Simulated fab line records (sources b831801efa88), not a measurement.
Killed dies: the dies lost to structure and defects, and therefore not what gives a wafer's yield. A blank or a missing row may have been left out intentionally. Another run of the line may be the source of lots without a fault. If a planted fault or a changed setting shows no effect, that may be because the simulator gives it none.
Lot-split experiment ; flow sky130 ; 23 wafers read from 5 lots, route of 708 steps

== ABOUT THE SPLIT ==
At SKY_LI_CONTACT_CMP_02 (polishes PSG), the setting leave above ref nm was moved away from the recipe's 597.2 nm on 8 of the 23 wafers read, by -7.2% to +5.5%. The other wafers ran this setting at the recipe's value.

The split's own step is where the reading is taken.

== THE READING ==
PSG_of_LI_CONTACT_HDPCVD_00.thk nm (the simulator's own value, which no gauge read), in nm, at SKY_LI_CONTACT_CMP_02 (polishes PSG). The file gives no usual value for it. The 15 wafers here that ran the recipe average 597.8 nm, standard deviation 0.77 nm.

wafer;tool, chamber at the split;leave above ref nm as run, nm;against the recipe;PSG_of_LI_CONTACT_HDPCVD_00.thk nm, nm;against lot-mates on the recipe
L077.2;cmp-01, 1;597.2;recipe;596.8;-
L077.3;cmp-01, 0;597.2;recipe;599.4;-
L077.5;cmp-01, 2;597.2;recipe;596.3;-
L080.1;cmp-02, 0;597.2;recipe;598.1;-
L080.2;cmp-02, 1;597.2;recipe;598.3;-
L080.3;cmp-02, 3;597.2;recipe;597.1;-
L080.6;cmp-02, 0;597.2;recipe;596.8;-
L080.5;cmp-02, 1;597.2;recipe;598.5;-
L081.4;cmp-01, 0;629.9;+5.5%;631.5;+33.6
L081.2;cmp-01, 1;629.9;+5.5%;631.6;+33.8
L081.3;cmp-01, 2;629.9;+5.5%;629.2;+31.4
L081.1;cmp-01, 3;597.2;recipe;598.2;-
L081.5;cmp-01, 1;597.2;recipe;597.5;-
L082.2;cmp-02, 1;597.2;recipe;598.1;-
L082.3;cmp-02, 2;554.2;-7.2%;553.3;-44.6
L082.4;cmp-02, 3;554.2;-7.2%;555;-42.9
L082.6;cmp-02, 0;554.2;-7.2%;554.2;-43.6
L082.5;cmp-02, 1;597.2;recipe;597.6;-
L084.4;cmp-02, 0;597.2;recipe;597.5;-
L084.1;cmp-02, 1;597.2;recipe;598.1;-
L084.2;cmp-02, 3;560.8;-6.1%;561.3;-36.7
L084.6;cmp-02, 0;560.8;-6.1%;561.6;-36.4
L084.5;cmp-02, 1;597.2;recipe;598.3;-

FIT RESULTS
A straight line over all 23 wafers: PSG_of_LI_CONTACT_HDPCVD_00.thk nm changes by +6.03 nm for each +1% of leave above ref nm; r = +1.00; the points scatter about the line by 0.83 nm.
The same after taking each lot's own level away (the mean of its wafers on the recipe; 23 wafers): +6.03 nm for each +1%; r = +1.00; scatter 0.82 nm.
Per that fit: largest leave above ref nm move, reading shift of 43 nm.
The span of the lots' own levels, 597.50 to 597.97 nm, comes to 0.6 times the standard deviation stated above.
The two slopes are in agreement: the lot-to-lot level therefore moves the slope only a little.
Check: with one of the wafers moved furthest among these (-7.2%) left out of the fit, the line predicts -43.2 nm for it against its lot-mates. Against them it came out at -44.6 nm.

== THESE WAFERS: OTHER SPLITS ==
These wafers also went through other splits before the reading. Each is held against what the fit with the lots' levels taken away leaves over:
other split on the same wafers;wafers away from the commonest value;r with PSG_of_LI_CONTACT_HDPCVD_00.thk nm (lot level and that fit taken away)
SKY_LDD_LDN_COAT_02 spin rpm;8;-0.03
SKY_LDD_LDN_IMPLANT_09 dose cm2;8;+0.09
SKY_SPACER_CVD_00 pressure mtorr;18;+0.03
SKY_SD_P_IMPLANT_09 energy kev;7;-0.12
SKY_RES_XHIGH_IMPLANT_07 energy kev;4;+0.08
SKY_SD_N_SOFTBAKE_03 temp c;9;-0.13
SKY_SD_N_IMPLANT_09 energy kev;11;+0.13

== THE FILE'S OWN FIT ==
PSG_of_LI_CONTACT_HDPCVD_00.thk nm changes by +6.03 nm for each +1% of leave above ref nm, r = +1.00.
